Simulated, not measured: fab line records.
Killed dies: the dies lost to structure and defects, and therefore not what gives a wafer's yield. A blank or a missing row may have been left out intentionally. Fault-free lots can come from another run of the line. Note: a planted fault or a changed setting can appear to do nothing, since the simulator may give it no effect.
fab line records	flow sfq-line
record: lots: 6	wafers: 18	last-day: 91
route steps=325 shown M1@72 I1@73
lots with no fault: from the same line, run without faults
start-h: start of the lot's first displayed wafer, in hours after the record's first day	wait-h: hours elapsed since this lot's preceding step	" unchanged from the row above	L1.1+2: several wafers, shown together as one row	- value missing, or start not given	* or withheld: withheld	< > ~ a bound
route shown NAME@n: NAME is a module with steps in the file, n the number in the route of the first one	usual: mean/standard deviation taken from wafers without a fault	same: alike in all rows	chamber/n: place in a boat	sites: each site's reading	_std_site: standard deviation of those values	_edge_site: mean of outer sites minus mean of inner sites	radius-mm: for every site, how far away it sits from the centre of the wafer	mask NAME#n: copy n	behind: the tool/chamber that last shaped the wafer	hold: why the lot was held/for how many hours/how that ended	device: names the non-switching transistor (n, p or np)	end of line: at the end of the route, the tests of the same wafers	for a step that has no rows: nothing shown but its recipe	killed: dies lost to structure and defects at the first sort, not the wafer's yield	map: a wafer's dies, x killed, . not, _ none there
set.NAME: the setting as run; set.NAME@STEP: as run at that earlier step	model.NAME: the simulator's own value behind a step, which no gauge read
certain route steps with their lots: each step a table, each wafer a row
services: a tool's chamber out of use, with start hour (start-h, from the record's first day; less than 0 if before it), hours out, and reason
== steps ==
step: SFQ_TRILAYER_M1_STRIP_SOLV_CLEAN_044
recipe: chemistry: NMP	temp-c: 70	time-s: 600
step: SFQ_TRILAYER_I1_DEP_PECVD_045
recipe: material: SiO2	temp-c: 150	time-s: 111.11	pressure-torr: 2.4	rf-w: 183.3	precursor: SiH4/N2O	target-thk-nm: 500
usual: heater-power-w: 78/13	rf-fwd-power-W: 182.2/0.52	showerhead-vpp-V: 828/46	throttle-valve-pct: 24.9/1.6
same: time-s: 111.11
lot.wafer	tool	chamber	start-h	wait-h	heater-power-w	rf-fwd-power-W	showerhead-vpp-V	throttle-valve-pct
L885.1	pecvd-01	2	562.11	0.0	69	182.7	826	24.1
L885.3	"	1	"	"	86	181.6	866	25.2
L885.4	"	2	"	"	72	182.2	834	24.2
L887.2	pecvd-03	1	566.91	0.0	79	182.8	876	27.1
L887.5	"	2	"	"	82	181.6	731	25.3
L887.6	"	0	"	"	73	182.6	784	28.0
L895.1	pecvd-01	2	711.87	0.0	75	183.4	825	24.5
L895.4	"	0	"	"	104	183.5	822	23.5
L895.5	"	2	"	"	78	182.6	820	24.4
L896.2	pecvd-03	1	732.27	0.0	73	182.9	849	27.2
L896.5	"	0	"	"	76	182.2	781	28.0
L896.6	"	2	"	"	74	182.4	741	25.1
L901.2	pecvd-03	1	772.75	0.0	77	181.3	855	27.3
L901.3	"	2	"	"	80	181.9	751	25.4
L901.6	"	0	"	"	78	182.5	788	27.7
L905.2	pecvd-02	0	790.75	0.0	73	182.7	894	23.7
L905.4	"	2	"	"	67	181.0	813	23.8
L905.6	"	0	"	"	74	182.1	884	23.7
step: SFQ_TRILAYER_I1_CMP_CMP_046
recipe: material: SiO2	down-force-psi: 3	platen-rpm: 60	pad-velocity-m-s: 0.94248
usual: head-pressure-psi: 2.999/0.0063	motor-current-A: 10.0/1.4	platen-rpm: 60.00/0.044	time-to-endpoint-s: 215/6.8
lot.wafer	tool	chamber	start-h	wait-h	head-pressure-psi	motor-current-A	platen-rpm	time-to-endpoint-s
L885.4	cmp-01	3	563.59	1.4	2.993	8.3	60.03	215
L885.1	"	0	"	"	3.004	8.7	59.90	216
L885.3	"	1	"	"	3.002	10.1	60.05	211
L887.2	cmp-02	0	569.28	2.3	3.000	10.4	60.05	218
L887.5	"	3	570.78	3.8	2.992	8.2	60.03	225
L887.6	"	0	"	"	3.003	10.4	59.98	234
L895.4	cmp-02	3	712.72	0.8	2.996	8.2	59.95	204
L895.1	"	0	"	"	2.994	10.7	60.02	203
L895.5	"	0	715.22	3.3	3.002	10.8	60.07	212
L896.2	cmp-01	3	732.35	0.0	3.002	8.2	60.02	221
L896.5	"	3	734.35	2.0	2.992	8.4	59.97	225
L896.6	"	0	"	"	3.003	8.7	59.98	213
L901.3	cmp-01	3	772.82	0.0	3.002	8.5	59.97	205
L901.2	"	2	774.32	1.5	2.996	12.3	60.08	203
L901.6	"	3	"	"	3.003	8.1	59.97	209
L905.4	cmp-01	1	791.82	1.0	3.008	9.0	60.10	220
L905.2	"	2	"	"	2.987	12.0	60.01	204
L905.6	"	3	"	"	2.999	8.4	60.01	215
step: SFQ_I1_BOW_MEAS_912
recipe: mode: bow
usual: I1_BOW: 1/7.7
lot.wafer	tool	chamber	start-h	wait-h	I1_BOW[um]
L885.1	film-metro-04	-	566.09	1.5	9
L885.3	"	-	"	"	8
L885.4	"	-	"	"	4
L887.2	film-metro-01	-	571.80	2.0	-8
L887.5	"	-	"	"	-8
L887.6	"	-	"	"	-1
L895.1	film-metro-04	-	715.72	2.0	-5
L895.4	"	-	"	"	8
L895.5	"	-	"	"	1
L896.2	film-metro-04	-	735.37	2.5	-18
L896.5	"	-	"	"	-4
L896.6	"	-	"	"	-1
L901.2	film-metro-01	-	775.84	1.0	1
L901.3	"	-	"	"	0
L901.6	"	-	"	"	1
L905.2	film-metro-01	-	793.84	1.0	-8
L905.4	"	-	"	"	-5
L905.6	"	-	"	"	-9
step: SFQ_TRILAYER_I1_METRO_MEASURE_047
usual: thk-nm: 200.3/1
lot.wafer	tool	chamber	start-h	wait-h	thk-nm
L885.1	film-metro-04	-	566.21	0.1	201.7
L885.3	"	-	"	"	200.4
L885.4	"	-	"	"	200.5
L887.2	film-metro-01	-	572.10	0.3	200.5
L887.5	"	-	"	"	200.4
L887.6	"	-	"	"	201.1
L895.1	film-metro-04	-	715.84	0.1	200.6
L895.4	"	-	"	"	198.7
L895.5	"	-	"	"	199.8
L896.2	film-metro-04	-	735.67	0.3	199.0
L896.5	"	-	"	"	199.4
L896.6	"	-	"	"	199.9
L901.2	film-metro-01	-	776.14	0.3	197.5
L901.3	"	-	"	"	199.1
L901.6	"	-	"	"	198.3
L905.2	film-metro-01	-	794.14	0.3	198.8
L905.4	"	-	"	"	199.4
L905.6	"	-	"	"	198.3
step: SFQ_TRILAYER_I1_VIA_LITHO_COAT_054
recipe: resist: BARC	spin-rpm: 3000	resist-thk-nm: 62
step: SFQ_TRILAYER_I1_VIA_LITHO_COAT_049
recipe: resist: KrF	spin-rpm: 3000	resist-thk-nm: 650
step: SFQ_TRILAYER_I1_VIA_LITHO_SOFTBAKE_053
recipe: temp-c: withheld	time-s: withheld	resist: KrF
step: SFQ_TRILAYER_I1_VIA_LITHO_EXPOSE_050
recipe: mask-id: I1	na: 0.6	source-shape: conventional	sigma-outer: 0.65	target-cd-nm: 500	dose-mj: 21.3
step: SFQ_TRILAYER_I1_VIA_LITHO_PEB_052
recipe: peb-temp-c: 115	peb-time-s: 60	resist: KrF
step: SFQ_TRILAYER_I1_VIA_LITHO_DEVELOP_051
recipe: time-s: 60	resist: KrF
step: SFQ_I1_OVL_MEAS_913
usual: I1_OVL: 3/5
lot.wafer	tool	chamber	start-h	wait-h	I1_OVL[nm]
L885.1	overlay-01	-	569.66	0.1	6
L885.3	"	-	"	"	6
L885.4	"	-	"	"	13
L887.2	overlay-02	-	575.36	0.1	5
L887.5	"	-	"	"	3
L887.6	"	-	"	"	2
L895.1	overlay-01	-	869.96	0.1	-4
L895.4	"	-	"	"	12
L895.5	"	-	"	"	0
L896.2	overlay-01	-	891.57	0.1	3
L896.5	"	-	"	"	1
L896.6	"	-	"	"	4
L901.2	overlay-01	-	929.97	0.1	6
L901.3	"	-	"	"	1
L901.6	"	-	"	"	3
L905.2	overlay-01	-	950.35	0.1	0
L905.4	"	-	"	"	5
L905.6	"	-	"	"	-8
step: SFQ_TRILAYER_I1_VIA_BARC_OPEN_VIA_ETCH_071
recipe: mask-material: PR	chemistry: O2	target-depth-nm: 125	target: BARC	source-w: 500	bias-w: 80	pressure-mtorr: 30	time-s: 41.7
usual: bias-w: 79.98/0.28	drypump-motor-current-A: 5.6/0.43	oes-product-au: 0.685/0.0045	rf-fwd-power-W: 494.5/2.4
same: time-s: 41.7
lot.wafer	tool	chamber	start-h	wait-h	bias-w	drypump-motor-current-A	oes-product-au	rf-fwd-power-W	rf-hours-counter-h	model.KrF_of_TRILAYER_I1_VIA_LITHO_COAT_049.thk-nm
L885.1	rie-diel-04	1	569.70	0.0	80.29	6.0	0.681	491.3	1	567.8
L885.3	"	2	"	"	79.84	5.0	0.689	492.0	43	571
L885.4	"	3	"	"	80.35	5.7	0.683	496.0	0	570.9
L887.2	rie-diel-02	2	575.39	0.0	80.43	6.1	0.677	495.5	0	570.9
L887.5	"	1	"	"	79.69	6.0	0.683	498.1	-	571
L887.6	"	0	"	"	79.84	5.1	0.684	495.9	-	571.1
L895.1	rie-diel-02	0	870.00	0.0	98.45	5.1	0.681	498.8	2	570
L895.4	"	2	"	"	80.31	6.1	0.681	494.8	-	571.5
L895.5	"	1	"	"	79.87	6.1	0.695	494.5	-	573.1
L896.2	rie-diel-02	2	891.60	0.0	80.16	6.1	0.679	496.4	6	573.9
L896.5	"	0	"	"	98.33	5.0	0.677	495.1	-	571.5
L896.6	"	1	"	"	80.29	6.0	0.683	497.7	-	573.7
L901.2	rie-diel-03	1	930.00	0.0	80.02	5.8	0.682	497.6	6	574.1
L901.3	"	2	"	"	80.44	5.8	0.681	493.2	-	573.7
L901.6	"	2	"	"	80.25	5.8	0.684	496.7	-	571.4
L905.2	rie-diel-02	2	950.38	0.0	80.17	6.1	0.682	495.9	7	572.6
L905.4	"	3	"	"	80.09	5.4	0.688	499.3	3	570.9
L905.6	"	3	"	"	79.91	5.5	0.685	496.0	-	570.7
step: SFQ_TRILAYER_I1_VIA_ETCH_VIA_ETCH_052
recipe: target: SiO2	stop-on: Nb	mask-material: PR	taper-deg: 20	chemistry: CHF3	target-depth-nm: 260	source-w: 500	bias-w: 80	pressure-mtorr: 30	time-s: withheld
usual: bias-w: 79.97/0.24	drypump-motor-current-A: 5.6/0.43	oes-product-au: 0.855/0.0045	rf-fwd-power-W: 497.9/1.7
lot.wafer	tool	chamber	start-h	wait-h	bias-w	drypump-motor-current-A	oes-product-au	rf-fwd-power-W	model.KrF_of_TRILAYER_I1_VIA_LITHO_COAT_049.thk-nm
L885.1	rie-diel-04	1	569.74	0.0	80.20	5.9	0.856	498.7	523.7
L885.3	"	2	"	"	80.01	5.0	0.854	496.8	527
L885.4	"	3	"	"	80.30	5.7	0.853	497.8	526.6
L887.2	rie-diel-02	2	575.43	0.0	79.53	6.1	0.859	498.1	526
L887.5	"	1	"	"	80.01	6.0	0.855	499.8	526.2
L887.6	"	0	"	"	80.04	5.1	0.859	499.4	525.9
L895.1	rie-diel-02	0	870.04	0.0	80.35	5.1	0.862	498.1	524.5
L895.4	"	2	"	"	79.59	6.1	0.851	499.0	526.2
L895.5	"	1	"	"	80.04	6.0	0.853	499.3	528
L896.2	rie-diel-02	2	891.64	0.0	79.83	6.1	0.858	499.7	528.5
L896.5	"	0	"	"	80.15	5.1	0.845	499.9	526.2
L896.6	"	1	"	"	79.93	6.0	0.854	498.1	529.2
L901.2	rie-diel-03	1	930.06	0.0	80.33	5.9	0.849	498.6	529.3
L901.3	"	2	"	"	80.16	5.7	0.849	494.5	528.3
L901.6	"	2	"	"	80.13	5.7	0.850	495.2	526.2
L905.2	rie-diel-02	2	950.42	0.0	80.05	6.1	0.844	496.2	527.7
L905.4	"	3	"	"	80.06	5.5	0.855	500.5	526.3
L905.6	"	3	"	"	80.08	5.5	0.853	498.9	526.1
step: SFQ_TRILAYER_I1_VIA_STRIP_STRIP_053
recipe: gas: O2	power-w: 200	platen-temp-c: 40	overash-fraction: 0.65	chemistry: O2	pressure-mtorr: 50
usual: drypump-motor-current-A: 6.0/0.31	oes-product-au: 1.000/0.0079
same: overash-fraction: 0.65
lot.wafer	tool	chamber	start-h	wait-h	drypump-motor-current-A	oes-product-au	rf-hours-counter-h
L885.1	rie-metal-03	0	569.85	-	6.1	1.003	94
L885.3	"	1	"	"	6.0	0.989	-
L885.4	"	0	"	"	6.1	1.009	-
L887.2	rie-metal-01	1	575.54	-	5.9	1.001	117
L887.5	"	1	"	"	5.9	1.004	-
L887.6	"	0	"	"	6.4	1.001	-
L895.1	rie-metal-03	1	870.15	-	6.0	1.003	84
L895.4	"	1	"	"	6.0	1.001	-
L895.5	"	1	"	"	6.0	0.998	-
L896.2	rie-metal-03	1	891.75	-	6.0	1.001	88
L896.5	"	0	"	"	6.1	1.012	-
L896.6	"	1	"	"	6.0	1.014	-
L901.2	rie-metal-03	0	930.23	-	6.1	1.005	9
L901.3	"	1	"	"	6.0	0.986	-
L901.6	"	0	"	"	6.1	1.008	-
L905.2	rie-metal-01	0	950.54	-	6.4	0.999	75
L905.4	"	1	"	"	5.9	1.009	-
L905.6	"	1	"	"	5.9	1.012	-
== services ==
tool	chamber	start-h	hours	kind
cmp-01	-	572.44	4.0	pm
rie-diel-02	3	598.52	12.4	repair
cmp-01	-	624.94	0.7	repair
cmp-01	-	648.08	17.9	pm
rie-metal-03	0	679.18	2.1	repair
rie-diel-02	-	687.08	2.8	pm
cmp-01	-	690.65	8.4	pm
cmp-01	-	699.38	7.3	repair
rie-diel-02	2	721.98	3.6	repair
cmp-01	-	746.64	0.4	repair
cmp-01	-	756.38	0.2	repair
cmp-01	-	779.47	2.8	repair
cmp-01	-	783.25	2.6	repair
cmp-01	-	795.38	1.3	repair
rie-diel-02	2	837.48	7.4	repair
rie-metal-03	-	837.94	2.4	repair
rie-metal-03	-	852.75	1.3	repair
rie-diel-02	3	859.08	11.5	repair
cmp-01	-	862.44	0.6	repair
cmp-01	-	877.24	7.4	repair
cmp-01	-	905.13	0.6	repair
rie-metal-03	0	905.28	3.3	repair
cmp-01	-	914.68	4.0	pm
rie-diel-02	0	931.19	17.8	repair
== key ==
first-sign: step: SFQ_TRILAYER_I1_VIA_BARC_OPEN_VIA_ETCH_071	reading: bias-w	direction: up	sigmas: 65	usual: 79.98	struck: 98.39
effect none on later readings
model-effect: step: SFQ_TRILAYER_I1_VIA_BARC_OPEN_VIA_ETCH_071	value: KrF_of_TRILAYER_I1_VIA_LITHO_COAT_049.thk-nm	without: 574.3	struck: 570.7
model-effect: step: SFQ_TRILAYER_I1_VIA_ETCH_VIA_ETCH_052	value: KrF_of_TRILAYER_I1_VIA_LITHO_COAT_049.thk-nm	without: 529	struck: 525.4
met-at SFQ_TRILAYER_I1_VIA_BARC_OPEN_VIA_ETCH_071
struck-wafers L895.1,L896.5
onset-between 575.39 870.00
fault: kind: process-parameter-drift	tool: rie-diel-02	chamber: 0	onset-h: 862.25	steps: SFQ_TRILAYER_I1_VIA_BARC_OPEN_VIA_ETCH_071	channel: bias-w	offset: 18.519	shape: step	end-h: 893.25	acts-in: these-recipes-only	stated: 80
